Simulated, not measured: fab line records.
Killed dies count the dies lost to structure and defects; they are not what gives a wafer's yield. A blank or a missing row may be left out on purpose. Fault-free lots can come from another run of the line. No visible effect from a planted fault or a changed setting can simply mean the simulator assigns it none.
Code-filled problem report in 8D (eight disciplines) form -- flow sky130 -- the parts of the form that need people (team, actions taken, sign-off) are left out

## 1. THE ISSUE
Mean of spin speed rpm at SKY_PAD_OPEN_COAT_02: 2045.5 rpm across 6 wafers in 2 lots; on wafers with no fault it is 1999.8 rpm (standard deviation 1.5). That puts it +30 standard deviations away from the usual mean.
The step: resist thk 3000 nm.
The first sign was on wafer L253.3 at day 47 08:37, on litho track-04. The record has a number at this step for 36 wafers belonging to 12 lots. Rule for "out" (also "out of limits"): further than 4 standard deviations from the usual mean. The rest of the wafers with a number are treated as sound.

## 2. WHAT IT IS, WHAT IT ISN'T
question,is,is not
which readings at this step,spin speed rpm,-
which lots,"L253, L258","L244, L245, L246, L247, L248, L250, L251, L261, L262, L264"
which wafers of those lots,all that have a number,-
read on which tools,litho track-04,"litho track-01, litho track-02"
when,from day 47 08:37,"up to then (21 sound wafers); but 9 sound wafers of L261, L262, L264 came after"

## 3. THE SUSPECTS, EACH WITH WHAT RULES IT OUT
Counting: any tool at a process step up to the reading is kept as a suspect provided that every lot that is out went through it and no sound lot did after the first of them.
- rie metal-03 at SKY_CAPM_METAL_ETCH_13 (etches TiN in Cl2/BCl3, stops on SiO2, target depth 220 nm, time 62.9 s): ruled out as a lasting fault. Sound lots L261 ran on it after its first lot that is out, L253 (day 40 00:14).
- litho track-04 at SKY_PAD_OPEN_COAT_02 (resist thk 3000 nm): kept. Every lot that is out went through it, starting with L253 (day 47 08:37), and after that it ran no sound lot; the last sound lot it ran before then is L248 (day 46 10:07). Its own spin speed rpm readings are out on those wafers.
Remaining after the count: litho track-04 at SKY_PAD_OPEN_COAT_02.

## 4. THE CAUSE (what the simulator had put in)
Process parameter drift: litho track-04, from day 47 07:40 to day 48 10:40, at SKY_PAD_OPEN_COAT_02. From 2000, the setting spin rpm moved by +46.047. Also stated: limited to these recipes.
Only this tool survived the counting.

## 5. THE EFFECT CHAIN, in route order
Each row: a reading whose mean over the struck wafers that have a number lies more than 3 standard deviations from the usual. Only readings for which the record gives a usual standard deviation are gone through. hours: the time from each lot's start at the first step in this table that gives one to its start at this step, as a median over the lots. sigmas: the change in usual standard deviations.
hours,step,reading,usual,on struck wafers,change,sigmas
0,SKY_PAD_OPEN_COAT_02,spin speed rpm,1999.8 rpm,2045.5,+45.7,+30
Its process steps:
- SKY_PAD_OPEN_COAT_02: resist thk 3000 nm.

## 6. WHAT WOULD HAVE CAUGHT IT SOONER
In this record the first reading out of limits was taken at day 47 08:37, 1 hour after the fault began at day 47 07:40.
